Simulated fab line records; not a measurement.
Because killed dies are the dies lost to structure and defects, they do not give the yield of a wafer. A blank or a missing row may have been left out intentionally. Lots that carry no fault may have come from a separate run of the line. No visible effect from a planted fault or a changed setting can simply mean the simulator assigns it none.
Which tool was responsible?    flow sky130    Sampling: 11 lots, 33 wafers, 4 of 708 route steps

== WHAT EACH GAUGE READ, for each wafer ==
SKY_VIA2_THK_MEAS_23: measures by xrf. Usual: VIA2_W_THK typically reads 433 nm, with standard deviation 6.7.
lot   measured      on             VIA2_W_THK (nm)  flag
L696  day 36 03:22  film metro-03  430 429 433      
L698  day 36 23:13  film metro-03  436 443 435      
L699  day 37 04:59  film metro-02  430 429 423      
L700  day 37 12:42  film metro-03  430 432 432      
L701  day 38 00:40  film metro-03  432 421 424      
L702  day 38 04:01  film metro-04  443 442 445      
L704  day 39 01:26  film metro-03  438 437 434      
L705  day 39 13:40  film metro-04  443 441 442      
L709  day 40 11:58  film metro-03  435 435 440      
L719  day 43 15:23  film metro-03  421 421 426      
L718  day 43 17:07  film metro-02  431 432 426      

== WHICH TOOL RAN EACH LOT (tool, then ch and the chambers of the sampled wafers, then the start) ==
lot   SKY_METAL2_SPUTTER_04         SKY_METAL2_DESCUM_17               SKY_VIA2_ETCH_14
L696  pvd sputter-04, day 33 19:56  rie metal-01 ch 0,1, day 34 22:22  rie diel-04 ch 0,2,3, day 36 02:20
L698  pvd sputter-02, day 34 16:29  rie metal-04 ch 0,1, day 35 18:56  rie diel-01 ch 0,2,3, day 36 22:13
L699  pvd sputter-02, day 34 21:52  rie metal-01 ch 0,1, day 36 00:25  rie diel-02 ch 0,1, day 37 03:58
L700  pvd sputter-02, day 35 06:05  rie metal-02 ch 0,1, day 36 08:16  rie diel-04 ch 0,1,3, day 37 11:40
L701  pvd sputter-01, day 35 17:59  rie metal-02 ch 0,1, day 36 19:50  rie diel-02 ch 0,1,2, day 37 23:40
L702  pvd sputter-02, day 35 22:25  rie metal-01 ch 1, day 37 00:14    rie diel-04 ch 1,2,3, day 38 02:58
L704  pvd sputter-01, day 36 19:41  rie metal-04 ch 0,1, day 37 21:41  rie diel-02 ch 0,1,2, day 39 00:25
L705  pvd sputter-02, day 37 06:34  rie metal-01 ch 0,1, day 38 08:43  rie diel-02 ch 0,1,2, day 39 12:25
L709  pvd sputter-04, day 38 06:06  rie metal-04 ch 0,1, day 39 07:52  rie diel-04 ch 0,1,3, day 40 10:55
L719  pvd sputter-02, day 41 13:19  rie metal-01 ch 0,1, day 42 12:55  rie diel-01 ch 0,2, day 43 14:22
L718  pvd sputter-02, day 41 15:58  rie metal-02 ch 0,1, day 42 16:01  rie diel-02 ch 1,3, day 43 16:07
- SKY_METAL2_SPUTTER_04: material TiN, target thk 70 nm, time 58.3 s.
- SKY_METAL2_DESCUM_17: chemistry O2, time 8 s.
- SKY_VIA2_ETCH_14: etches BARC in N2/H2, stops on SiO2, time 45.9 s, target depth 60 nm.

== AS READ BY THE TOOLS THEMSELVES (means over the sampled wafers that have a number; for cases with no such wafer, the mark the record gives instead) ==
SKY_METAL2_SPUTTER_04. Usual: throttle valve pct at 29.7 %, with a standard deviation of 0.89.
lot   tool            throttle valve pct (%)  flag
L696  pvd sputter-04  29.9                    
L698  pvd sputter-02  30.0                    
L699  pvd sputter-02  30.4                    
L700  pvd sputter-02  29.7                    
L701  pvd sputter-01  29.1                    
L702  pvd sputter-02  29.7                    
L704  pvd sputter-01  29.8                    
L705  pvd sputter-02  29.7                    
L709  pvd sputter-04  29.9                    
L719  pvd sputter-02  29.5                    
L718  pvd sputter-02  29.3                    

SKY_METAL2_DESCUM_17. Usual: drypump motor current A 5.9 A, standard deviation 0.48; he backside leak sccm 3.21 sccm, standard deviation 0.3; oes product au 1.003 a.u., standard deviation 0.014.
lot   tool          drypump motor current A (A)  he backside leak sccm (sccm)  oes product au (a.u.)  flag
L696  rie metal-01  6.1                          3.19                          1.004                  
L698  rie metal-04  5.7                          3.26                          1.016                  
L699  rie metal-01  5.6                          3.03                          1.003                  
L700  rie metal-02  6.0                          3.38                          0.990                  
L701  rie metal-02  6.0                          3.20                          0.998                  
L702  rie metal-01  6.5                          3.09                          1.016                  
L704  rie metal-04  5.7                          3.28                          1.019                  
L705  rie metal-01  5.6                          3.73                          0.997                  
L709  rie metal-04  5.9                          3.23                          1.017                  
L719  rie metal-01  5.6                          3.91                          1.000                  
L718  rie metal-02  6.0                          3.39                          0.997                  

SKY_VIA2_ETCH_14. Usual: drypump motor current A 5.9 A, standard deviation 0.5; oes product au 0.855 a.u., standard deviation 0.005; rf fwd power W 494.7 W, standard deviation 1.8; throttle valve pct 13.226 %, standard deviation 0.01.
lot   tool         drypump motor current A (A)  oes product au (a.u.)  rf fwd power W (W)  throttle valve pct (%)  flag
L696  rie diel-04  6.4                          0.858                  494.9               13.225                  
L698  rie diel-01  5.5                          0.858                  495.0               13.228                  
L699  rie diel-02  5.8                          0.857                  494.5               13.220                  
L700  rie diel-04  6.3                          0.857                  494.1               13.226                  
L701  rie diel-02  5.8                          0.855                  492.5               13.219                  
L702  rie diel-04  6.2                          0.860                  494.6               13.238                  
L704  rie diel-02  5.8                          0.855                  495.2               13.229                  
L705  rie diel-02  5.7                          0.848                  494.2               13.217                  
L709  rie diel-04  6.3                          0.854                  494.7               13.214                  
L719  rie diel-01  6.0                          0.858                  494.0               13.228                  
L718  rie diel-02  5.9                          0.860                  519.9               13.225                  OFF

== THE ANSWER, worked out from the rows above alone ==
Rule: take the mean of a lot's wafers that have a number; if it is more than 3 standard deviations from the usual mean, the lot is off. A lot without any number at a reading at which 4 lots or more have one is off too. All remaining lots with rows at the step are treated as sound. The gauges are gone through in route order, then the tools' own readings, and for those a lot's mean is taken as printed above. At the first step where some lot is off, the reading lying furthest off is the one used; lots without a number count as furthest.
Off: L718, at SKY_VIA2_ETCH_14 (rf fwd power W).
If a tool, at that step or one of the process steps before it, ran each lot that is off and ran no sound lot following the first of them, it fits. Can't be told from this: 3 tools fit, pvd sputter-02 at SKY_METAL2_SPUTTER_04, rie metal-02 at SKY_METAL2_DESCUM_17, rie diel-02 at SKY_VIA2_ETCH_14.

== WHAT THE SIMULATOR HAD PUT IN ==
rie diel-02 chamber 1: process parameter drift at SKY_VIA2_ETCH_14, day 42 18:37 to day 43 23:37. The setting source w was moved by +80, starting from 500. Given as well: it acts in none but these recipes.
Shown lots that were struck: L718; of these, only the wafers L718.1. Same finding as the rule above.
